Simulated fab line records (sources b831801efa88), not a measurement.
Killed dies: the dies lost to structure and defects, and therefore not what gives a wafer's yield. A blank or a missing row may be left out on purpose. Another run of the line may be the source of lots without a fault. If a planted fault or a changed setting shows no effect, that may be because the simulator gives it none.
Lot-split experiment + flow sky130 + on a route of 708 steps: 5 lots, 23 wafers read

ABOUT THE SPLIT
At SKY_FIELD_ISO_OXIDATION_01 (stabilise 600 s, purge 300 s, target thk 12 nm), the setting tempC was moved away from the recipe's 900 C on 15 of the 23 wafers read, by -2.4% to +2.7%. For the rest of the wafers, this setting stayed at what the recipe calls for.

There is no step in the file separating the split from the reading.

THE READING
Values of FIELD_ISO_OXIDATION_00_THK in nm from SKY_FIELD_ISO_THK_MEAS_02. Fault-free wafers of this fab line usually give 11.87 nm, standard deviation 0.26 nm.

| wafer  | tool, chamber at the split | tempC as run, C | against the recipe | FIELD_ISO_OXIDATION_00_THK, nm | against lot-mates on the recipe |
|--------|----------------------------|-----------------|--------------------|--------------------------------|---------------------------------|
| L074.1 | -, -                       | 923.9           | +2.7%              | 15.61                          | no lot-mate on the recipe       |
| L074.3 | -, -                       | 923.9           | +2.7%              | 15.61                          | no lot-mate on the recipe       |
| L074.4 | -, -                       | 923.9           | +2.7%              | 15.52                          | no lot-mate on the recipe       |
| L074.5 | -, -                       | 923.9           | +2.7%              | 15.68                          | no lot-mate on the recipe       |
| L074.6 | -, -                       | 923.9           | +2.7%              | 15.56                          | no lot-mate on the recipe       |
| L075.1 | furnace-02, 0              | 900             | recipe             | 11.62                          | -                               |
| L075.3 | furnace-02, 0              | 900             | recipe             | 11.76                          | -                               |
| L075.4 | furnace-02, 0              | 900             | recipe             | 11.73                          | -                               |
| L079.1 | -, -                       | 913             | +1.4%              | 13.52                          | no lot-mate on the recipe       |
| L079.2 | -, -                       | 913             | +1.4%              | 13.33                          | no lot-mate on the recipe       |
| L079.4 | -, -                       | 913             | +1.4%              | 13.40                          | no lot-mate on the recipe       |
| L079.5 | -, -                       | 913             | +1.4%              | 13.38                          | no lot-mate on the recipe       |
| L079.6 | -, -                       | 913             | +1.4%              | 13.64                          | no lot-mate on the recipe       |
| L082.2 | -, -                       | 900             | recipe             | 11.79                          | -                               |
| L082.3 | -, -                       | 900             | recipe             | 11.72                          | -                               |
| L082.4 | -, -                       | 900             | recipe             | 11.83                          | -                               |
| L082.5 | -, -                       | 900             | recipe             | 11.67                          | -                               |
| L082.6 | -, -                       | 900             | recipe             | 11.78                          | -                               |
| L084.1 | -, -                       | 878.6           | -2.4%              | 9.65                           | no lot-mate on the recipe       |
| L084.2 | -, -                       | 878.6           | -2.4%              | 9.65                           | no lot-mate on the recipe       |
| L084.3 | -, -                       | 878.6           | -2.4%              | 9.48                           | no lot-mate on the recipe       |
| L084.5 | -, -                       | 878.6           | -2.4%              | 9.53                           | no lot-mate on the recipe       |
| L084.6 | -, -                       | 878.6           | -2.4%              | 9.45                           | no lot-mate on the recipe       |

THE FIT
A straight line over all 23 wafers: FIELD_ISO_OXIDATION_00_THK changes by +1.18 nm for each +1% of tempC; r = +0.99; the points scatter about the line by 0.36 nm.
Too few moved wafers with a lot-mate on the recipe to fit a line net of each lot's own level.

THE WHOLE CHAIN: every reading that the file lists as answering this split, in the file's order
| step                       | what it does                                   | reading                                                                               | change (the file's fit)              | r (the file's) |
|----------------------------|------------------------------------------------|---------------------------------------------------------------------------------------|--------------------------------------|----------------|
| SKY_FIELD_ISO_OXIDATION_01 | stabilise 600 s, purge 300 s, target thk 12 nm | SiO2_of_FIELD_ISO_OXIDATION_01.thkNm (the simulator's own value, which no gauge read) | +1.18 nm for each +1% of the setting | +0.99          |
| SKY_FIELD_ISO_THK_MEAS_02  |                                                | FIELD_ISO_OXIDATION_00_THK                                                            | +1.18 for each +1% of the setting    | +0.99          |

FILE'S OWN FIT
FIELD_ISO_OXIDATION_00_THK changes by +1.18 nm for each +1% of tempC, r = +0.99.
